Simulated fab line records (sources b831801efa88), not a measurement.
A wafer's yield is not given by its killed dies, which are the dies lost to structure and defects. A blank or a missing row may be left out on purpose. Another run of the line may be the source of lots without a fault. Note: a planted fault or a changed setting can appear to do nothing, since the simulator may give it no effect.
One fault through the eyes of 2 desks | flow sky130 | each desk has only its own numbers; what lay behind them comes last

## DESK OF THE TOOL OWNER: implanter-03
The tool's own readings at SKY_NWELL_IMPLANT_24, given as means over the sampled wafers that have a number, one for each lot that went through this tool. Marked OUT: a lot whose mean sits more than 4 standard deviations from the usual mean, which makes it out of limits; the brackets give that distance.
Columns: A = dose ions cm2 at SKY_NWELL_IMPLANT_24, usual 9.202e+12; B = faraday current uA at SKY_NWELL_IMPLANT_24, usual 51.9
lot  | first seen here | A                           | B
L415 | day 6 16:10     | 9.207e+12                   | 51.8
L419 | day 7 14:28     | 9.199e+12                   | 52.0
L421 | day 8 02:05     | 9.207e+12                   | 51.6
L424 | day 8 18:07     | 9.201e+12                   | 51.6
L428 | day 9 17:43     | 1.018e+13 (+99 or more) OUT | 58.0 (+6.1) OUT
L431 | day 10 14:28    | 1.018e+13 (+99 or more) OUT | 57.8 (+5.9) OUT
This desk finds L428, L431 out of limits, L428 being first, at day 9 17:43 (dose ions cm2 at SKY_NWELL_IMPLANT_24). L415, L419, L421, L424: within limits.

## METROLOGY DESK
Means of the sampled wafers that have a number, per lot and without regard to the tool the lot ran on: this is what the gauges read. Marked OUT: a lot whose mean sits more than 4 standard deviations from the usual mean, which makes it out of limits; the brackets give that distance.
Columns: A = NWELL_01_OVL at SKY_NWELL_OVL_MEAS_23, usual 0.7 nm; B = NWELL_2_TW at SKY_NWELL_TW_MEAS_26, usual 493; C = PWDE_RS at SKY_NWELL_RS_MEAS_31, usual 5367 ohm/sq
lot  | first seen here | A    | B              | C
L410 | day 5 04:30     | 0.5  | 490            | 5328
L411 | day 5 15:47     | -0.7 | 493            | 5374
L414 | day 6 09:36     | 2.7  | 489            | 5387
L415 | day 6 16:06     | -0.2 | 494            | 5368
L416 | day 6 21:52     | 0.5  | 486            | 5366
L419 | day 7 14:26     | 1.7  | 494            | 5384
L421 | day 8 02:03     | 0.0  | 490            | 5379
L422 | day 8 06:54     | 1.1  | 496            | 5351
L424 | day 8 18:03     | 0.7  | 491            | 5338
L428 | day 9 17:41     | 2.1  | 516 (+6.0) OUT | 5356
L431 | day 10 14:24    | 0.4  | 506            | 5380
L433 | day 11 14:29    | 2.6  | 499            | 5374
This desk's result: L428 out of limits, first on L428 (NWELL_2_TW at SKY_NWELL_TW_MEAS_26), day 9 17:58. L410, L411, L414, L415, L416, L419, L421, L422, L424, L431, L433: within limits.

## ALL TOGETHER
An alarm could have come from the tool owner's desk at day 9 17:43, on L428, L431.
The metrology desk could have raised an alarm at day 9 17:58, on L428.
The metrology desk has L431 on record, within its limits.
SKY_NWELL_IMPLANT_24 was run on implanter-03 by each of the lots named.

## WHAT THE SIMULATOR HAD INSERTED
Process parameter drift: implanter-03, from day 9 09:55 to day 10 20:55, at SKY_NWELL_IMPLANT_24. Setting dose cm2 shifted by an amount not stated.
Shown lots that were struck: L428, L431.
Fault start to first reading out of limits, in hours, per desk: tool owner, 8; metrology, 8.
